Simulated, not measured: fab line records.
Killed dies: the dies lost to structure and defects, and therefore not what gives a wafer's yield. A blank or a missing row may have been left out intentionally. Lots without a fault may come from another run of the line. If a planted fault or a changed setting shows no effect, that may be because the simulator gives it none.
Which tool did it? / flow gf180mcu / 36 wafers from 12 lots sampled at 6 of the route's 602 steps

WHAT THE GAUGES SHOWED, per wafer
GF_NWELL_OVL_MEAS_07.
lot=L748; measured=day 3 07:46; on=overlay-01; NWELL_OVL (nm)=1.3 0.6 0.6
lot=L749; measured=day 3 12:32; on=overlay-02; NWELL_OVL (nm)=0.0 -1.0 -0.2
lot=L751; measured=day 3 23:20; on=overlay-01; NWELL_OVL (nm)=1.8 0.2 0.9
lot=L755; measured=day 4 21:04; on=overlay-02; NWELL_OVL (nm)=0.1 -0.1 -1.7
lot=L756; measured=day 5 03:14; on=overlay-02; NWELL_OVL (nm)=1.9 -0.1 1.1
lot=L757; measured=day 5 09:13; on=overlay-02; NWELL_OVL (nm)=-0.2 -0.4 1.6
lot=L758; measured=day 5 14:11; on=overlay-01; NWELL_OVL (nm)=-0.5 -0.1 0.0
lot=L763; measured=day 6 17:22; on=overlay-01; NWELL_OVL (nm)=-0.9 -0.4 -0.4
lot=L768; measured=day 7 19:46; on=overlay-01; NWELL_OVL (nm)=2.1 0.6 1.4
lot=L769; measured=day 8 01:56; on=overlay-01; NWELL_OVL (nm)=-1.0 -0.6 -0.4
lot=L770; measured=day 8 08:15; on=overlay-01; NWELL_OVL (nm)=1.3 2.2 1.9
lot=L771; measured=day 8 12:20; on=overlay-01; NWELL_OVL (nm)=-0.2 -0.2 -0.5

GF_MVPSD_TW_MEAS_11.
lot=L748; measured=day 5 02:02; on=film metro-01; MVPSD_TW=548 549 550
lot=L749; measured=day 5 06:43; on=film metro-02; MVPSD_TW=556 555 556
lot=L751; measured=day 5 18:23; on=film metro-04; MVPSD_TW=555 554 552
lot=L755; measured=day 6 17:57; on=film metro-01; MVPSD_TW=536 538 537
lot=L756; measured=day 7 00:31; on=film metro-04; MVPSD_TW=543 541 539
lot=L757; measured=day 7 07:24; on=film metro-04; MVPSD_TW=552 552 553
lot=L758; measured=day 7 13:26; on=film metro-02; MVPSD_TW=541 541 536
lot=L763; measured=day 8 18:02; on=film metro-04; MVPSD_TW=555 555 555
lot=L768; measured=day 9 23:14; on=film metro-04; MVPSD_TW=555 556 556
lot=L769; measured=day 10 06:56; on=film metro-01; MVPSD_TW=546 546 545
lot=L770; measured=day 10 12:07; on=film metro-02; MVPSD_TW=552 554 557
lot=L771; measured=day 10 17:59; on=film metro-04; MVPSD_TW=555 554 557

GF_VT_IMPLANT_OVL_MEAS_07.
lot=L748; measured=day 5 15:58; on=overlay-02; VT_IMPLANT_OVL (nm)=0.0 1.3 -0.4
lot=L749; measured=day 5 21:01; on=overlay-01; VT_IMPLANT_OVL (nm)=-0.2 2.4 1.1
lot=L751; measured=day 6 08:34; on=overlay-02; VT_IMPLANT_OVL (nm)=0.8 1.4 1.3
lot=L755; measured=day 7 09:27; on=overlay-01; VT_IMPLANT_OVL (nm)=1.6 1.9 2.0
lot=L756; measured=day 7 16:22; on=overlay-01; VT_IMPLANT_OVL (nm)=2.4 2.1 2.6
lot=L757; measured=day 7 22:25; on=overlay-01; VT_IMPLANT_OVL (nm)=1.3 1.3 1.6
lot=L758; measured=day 8 05:07; on=overlay-01; VT_IMPLANT_OVL (nm)=2.8 1.0 0.4
lot=L763; measured=day 9 10:46; on=overlay-01; VT_IMPLANT_OVL (nm)=1.5 1.3 1.0
lot=L768; measured=day 10 17:19; on=overlay-02; VT_IMPLANT_OVL (nm)=1.0 0.2 0.7
lot=L769; measured=day 11 00:51; on=overlay-01; VT_IMPLANT_OVL (nm)=2.1 1.4 1.0
lot=L770; measured=day 11 06:19; on=overlay-02; VT_IMPLANT_OVL (nm)=3.2 3.9 3.2
lot=L771; measured=day 11 12:21; on=overlay-02; VT_IMPLANT_OVL (nm)=2.6 1.6 3.5

GF_VT_IMPLANT_RS_MEAS_49: measurement is done with a four-point probe.
lot=L748; measured=day 7 14:49; on=film metro-02; MVPSD_RS (ohm/sq)=1172.1 1168.9 1169.0
lot=L749; measured=day 7 20:07; on=film metro-01; MVPSD_RS (ohm/sq)=1171.0 1168.0 1171.4
lot=L751; measured=day 8 09:01; on=film metro-04; MVPSD_RS (ohm/sq)=1167.4 1169.4 1169.9
lot=L755; measured=day 9 12:28; on=film metro-04; MVPSD_RS (ohm/sq)=1222.0 1219.5 1220.3
lot=L756; measured=day 9 19:09; on=film metro-04; MVPSD_RS (ohm/sq)=1219.8 1221.4 1218.3
lot=L757; measured=day 10 02:19; on=film metro-02; MVPSD_RS (ohm/sq)=1170.9 1172.5 1173.3
lot=L758; measured=day 10 09:21; on=film metro-04; MVPSD_RS (ohm/sq)=1217.1 1219.8 1216.4
lot=L763; measured=day 11 18:34; on=film metro-01; MVPSD_RS (ohm/sq)=1169.0 1171.4 1168.8
lot=L768; measured=day 13 03:53; on=film metro-02; MVPSD_RS (ohm/sq)=1166.4 1165.4 1168.3
lot=L769; measured=day 13 11:41; on=film metro-01; MVPSD_RS (ohm/sq)=1170.1 1169.2 1170.0
lot=L770; measured=day 13 17:29; on=film metro-02; MVPSD_RS (ohm/sq)=1167.5 1168.0 1171.4
lot=L771; measured=day 14 00:49; on=film metro-02; MVPSD_RS (ohm/sq)=1170.9 1166.9 1173.2

TOOL THAT RAN EACH LOT (tool first, then ch and the chambers of the sampled wafers, then the start)
lot=L748; GF_LVPWELL_STRIP_10=plasma asher-04 ch 0,1, day 3 21:17; GF_MVPSD_IMPLANT_08=implanter-03 ch 0, day 5 01:38
lot=L749; GF_LVPWELL_STRIP_10=plasma asher-03 ch 0,1, day 4 02:28; GF_MVPSD_IMPLANT_08=implanter-01 ch 0, day 5 06:21
lot=L751; GF_LVPWELL_STRIP_10=plasma asher-04 ch 1, day 4 13:11; GF_MVPSD_IMPLANT_08=implanter-01 ch 0, day 5 17:59
lot=L755; GF_LVPWELL_STRIP_10=plasma asher-04 ch 1, day 5 11:44; GF_MVPSD_IMPLANT_08=implanter-03 ch 0, day 6 17:34
lot=L756; GF_LVPWELL_STRIP_10=plasma asher-04 ch 0,1, day 5 18:02; GF_MVPSD_IMPLANT_08=implanter-03 ch 0, day 7 00:07
lot=L757; GF_LVPWELL_STRIP_10=plasma asher-04 ch 0,1, day 6 00:32; GF_MVPSD_IMPLANT_08=implanter-04 ch 0, day 7 07:01
lot=L758; GF_LVPWELL_STRIP_10=plasma asher-03 ch 0,1, day 6 05:44; GF_MVPSD_IMPLANT_08=implanter-03 ch 0, day 7 13:02
lot=L763; GF_LVPWELL_STRIP_10=plasma asher-01 ch 0,1, day 7 09:20; GF_MVPSD_IMPLANT_08=implanter-01 ch 0, day 8 17:38
lot=L768; GF_LVPWELL_STRIP_10=plasma asher-04 ch 0,1, day 8 12:50; GF_MVPSD_IMPLANT_08=implanter-04 ch 0, day 9 22:51
lot=L769; GF_LVPWELL_STRIP_10=plasma asher-04 ch 0,1, day 8 19:23; GF_MVPSD_IMPLANT_08=implanter-01 ch 0, day 10 06:32
lot=L770; GF_LVPWELL_STRIP_10=plasma asher-04 ch 0,1, day 9 00:58; GF_MVPSD_IMPLANT_08=implanter-01 ch 0, day 10 11:44
lot=L771; GF_LVPWELL_STRIP_10=plasma asher-01 ch 0,1, day 9 05:17; GF_MVPSD_IMPLANT_08=implanter-04 ch 0, day 10 17:35
- GF_LVPWELL_STRIP_10: strips in O2/N2.
- GF_MVPSD_IMPLANT_08

WHAT THE TOOLS THEMSELVES READ (means of the sampled wafers that have a number; where no wafer has one, the mark that the record gives instead)
GF_LVPWELL_STRIP_10.
lot=L748; tool=plasma asher-04; drypump motor current A (A)=6.0; heater power w (W)=374; oes product au (a.u.)=0.726; strip time to endpoint s (s)=36.85
lot=L749; tool=plasma asher-03; drypump motor current A (A)=5.7; heater power w (W)=325; oes product au (a.u.)=0.725; strip time to endpoint s (s)=37.00
lot=L751; tool=plasma asher-04; drypump motor current A (A)=6.0; heater power w (W)=405; oes product au (a.u.)=0.728; strip time to endpoint s (s)=36.96
lot=L755; tool=plasma asher-04; drypump motor current A (A)=5.9; heater power w (W)=402; oes product au (a.u.)=0.723; strip time to endpoint s (s)=36.88
lot=L756; tool=plasma asher-04; drypump motor current A (A)=6.0; heater power w (W)=385; oes product au (a.u.)=0.724; strip time to endpoint s (s)=37.00
lot=L757; tool=plasma asher-04; drypump motor current A (A)=6.0; heater power w (W)=382; oes product au (a.u.)=0.721; strip time to endpoint s (s)=36.84
lot=L758; tool=plasma asher-03; drypump motor current A (A)=5.5; heater power w (W)=308; oes product au (a.u.)=0.720; strip time to endpoint s (s)=37.02
lot=L763; tool=plasma asher-01; drypump motor current A (A)=6.3; heater power w (W)=329; oes product au (a.u.)=0.725; strip time to endpoint s (s)=36.97
lot=L768; tool=plasma asher-04; drypump motor current A (A)=5.9; heater power w (W)=361; oes product au (a.u.)=0.724; strip time to endpoint s (s)=36.98
lot=L769; tool=plasma asher-04; drypump motor current A (A)=5.9; heater power w (W)=359; oes product au (a.u.)=0.718; strip time to endpoint s (s)=37.05
lot=L770; tool=plasma asher-04; drypump motor current A (A)=6.0; heater power w (W)=380; oes product au (a.u.)=0.717; strip time to endpoint s (s)=36.89
lot=L771; tool=plasma asher-01; drypump motor current A (A)=6.3; heater power w (W)=328; oes product au (a.u.)=0.724; strip time to endpoint s (s)=36.93

GF_MVPSD_IMPLANT_08.
lot=L748; tool=implanter-03; dose ions cm2=1.4988e+13; end station pressure torr (Torr)=5.02e-06; faraday current uA=82.7
lot=L749; tool=implanter-01; dose ions cm2=1.5003e+13; end station pressure torr (Torr)=5.01e-06; faraday current uA=83.1
lot=L751; tool=implanter-01; dose ions cm2=1.4993e+13; end station pressure torr (Torr)=5.31e-06; faraday current uA=84.3
lot=L755; tool=implanter-03; dose ions cm2=1.3718e+13; end station pressure torr (Torr)=5.25e-06; faraday current uA=77.7
lot=L756; tool=implanter-03; dose ions cm2=1.3713e+13; end station pressure torr (Torr)=4.97e-06; faraday current uA=76.5
lot=L757; tool=implanter-04; dose ions cm2=1.4992e+13; end station pressure torr (Torr)=5.06e-06; faraday current uA=85.5
lot=L758; tool=implanter-03; dose ions cm2=1.3712e+13; end station pressure torr (Torr)=4.77e-06; faraday current uA=77.4
lot=L763; tool=implanter-01; dose ions cm2=1.5011e+13; end station pressure torr (Torr)=5.11e-06; faraday current uA=85.4
lot=L768; tool=implanter-04; dose ions cm2=1.4996e+13; end station pressure torr (Torr)=5.02e-06; faraday current uA=82.8
lot=L769; tool=implanter-01; dose ions cm2=1.4984e+13; end station pressure torr (Torr)=4.98e-06; faraday current uA=83.7
lot=L770; tool=implanter-01; dose ions cm2=1.4984e+13; end station pressure torr (Torr)=5.12e-06; faraday current uA=83.4
lot=L771; tool=implanter-04; dose ions cm2=1.5009e+13; end station pressure torr (Torr)=4.98e-06; faraday current uA=83.5

THE ANSWER, worked out from the rows above alone
Rule: usual is defined by the lots themselves. The widest of any qualifying gaps counts: lots, ordered by their means at a reading, are off when they make up no more than a third of the lots, leave a main group of 4 or more, and stand apart from it by 3 or more times the standard deviation of that group's means. If all means in a main group match to the digits the tables above print for the reading, that group is not used. A lot without any number at a reading at which 4 lots or more have one is off too. Any other lot the step has rows for is counted as sound. Order of review: gauges by route order, followed by the tools' own readings, for which a lot's mean as printed above is used. The first step at which some lot is off is used, and at that step the reading that is off furthest; a lot without a number counts as furthest.
Off: at GF_VT_IMPLANT_RS_MEAS_49 (MVPSD_RS), L755, L756, L758. Main group: mean 1169.6 ohm/sq, sd 1.4.
A tool fits if, at a process step before that reading, it ran every lot that is off, and no sound lot after the first of them. Not tried: the gauges at GF_VT_IMPLANT_RS_MEAS_49; whatever is off there is also off at GF_MVPSD_IMPLANT_08, on other tools, and gauge error can't account for it. One fits: implanter-03 at GF_MVPSD_IMPLANT_08. Its last sound lot is L748 (day 5 01:38), its first lot that is off L755 (day 6 17:34): a fault that began between those two fits.
The tool's own readings at GF_MVPSD_IMPLANT_08 bear it out: on the lots that are off they differ by more than 5 times the standard deviation of the sound lots' means. dose ions cm2 reads 1.3714e+13 there against 1.4996e+13 on the sound lots; faraday current uA reads 77.2 there against 83.8 on the sound lots.

WHAT THE SIMULATOR HAD INSERTED
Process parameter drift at GF_MVPSD_IMPLANT_08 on implanter-03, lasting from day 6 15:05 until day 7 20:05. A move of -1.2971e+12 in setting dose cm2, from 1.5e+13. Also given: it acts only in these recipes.
Shown lots that were struck: L755, L756, L758. Same finding as the rule above.
